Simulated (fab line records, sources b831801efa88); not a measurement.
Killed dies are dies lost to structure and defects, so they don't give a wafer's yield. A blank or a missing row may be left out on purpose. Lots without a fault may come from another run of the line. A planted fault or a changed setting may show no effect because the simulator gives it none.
Problem report in the 8D (eight disciplines) form, filled by code | flow gf180mcu | the parts of the form that need people (team, actions taken, sign-off) are left out

1. THE PROBLEM
run_length_s at GF_VT_IMPLANT_WET_ETCH_50 reads a mean of 137 s on 3 wafers of 1 lot; wafers without a fault read 428 s with a standard deviation of 3.7. That is -79 standard deviations from the usual mean.
The step: etches SiO2 in dHF, target depth 20 nm, time 400 s.
First seen on wafer L501.1, day 11 13:38, on wet_bench-03. The record holds 39 wafers of 13 lots with a number at this step. Rule for "out", or "out of limits": more than 4 standard deviations from the usual mean. The other wafers with a number count as sound.

2. WHAT IT IS AND WHAT IT IS NOT
question                    | is                     | is not
which readings at this step | run_length_s           | -
which lots                  | L501                   | L487, L488, L489, L490, L491, L492, L494, L495, L496, L498, L499, L508
which wafers of those lots  | all that have a number | -
read on which tools         | wet_bench-03           | wet_bench-01, wet_bench-02
when                        | from day 11 13:38      | up to then (33 sound wafers); but 3 sound wafers of L508 came after

3. SUSPECTS, AND WHAT RULES EACH OUT
Counting: a tool at a process step up to the reading stays a suspect if it ran every lot that is out and no sound lot after the first of them.
- wet_bench-03 at GF_VT_IMPLANT_WET_ETCH_50 (etches SiO2 in dHF, target depth 20 nm, time 400 s): kept. It ran the lot that is out, L501 (day 11 13:38), and no sound lot after that; its last sound lot up to then is L499 (day 10 20:03). Its own readings are out on those wafers: run_length_s.
Left after counting: wet_bench-03 at GF_VT_IMPLANT_WET_ETCH_50.

4. THE CAUSE (what the simulator had put in)
Process parameter drift: wet_bench-03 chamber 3, from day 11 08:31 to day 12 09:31, at GF_VT_IMPLANT_WET_ETCH_50. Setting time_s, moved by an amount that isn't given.
Counting left only this tool.

5. THE CHAIN OF EFFECTS, in route order
Each row: a reading whose mean over the struck wafers that have a number lies more than 3 standard deviations from the usual. Only readings for which the record gives a usual standard deviation are gone through. hours: the time from each lot's start at the first step in this table that gives one to its start at this step, as a median over the lots. sigmas: the change in usual standard deviations.
hours | step                      | reading      | usual | on struck wafers | change | sigmas
0     | GF_VT_IMPLANT_WET_ETCH_50 | run_length_s | 428 s | 137              | -291   | -79
The process steps in it:
- GF_VT_IMPLANT_WET_ETCH_50: etches SiO2 in dHF, target depth 20 nm, time 400 s.
Later measuring or inspecting steps at which every struck wafer that the step has a row for has a number for every such reading, and none has moved that far: GF_CONTACT_CD_MEAS_14, GF_V1_THK_MEAS_03.

6. WHAT WOULD HAVE CAUGHT IT SOONER
In this record the first reading out of limits was taken at day 11 13:38, 5 hours after the fault began at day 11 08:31.
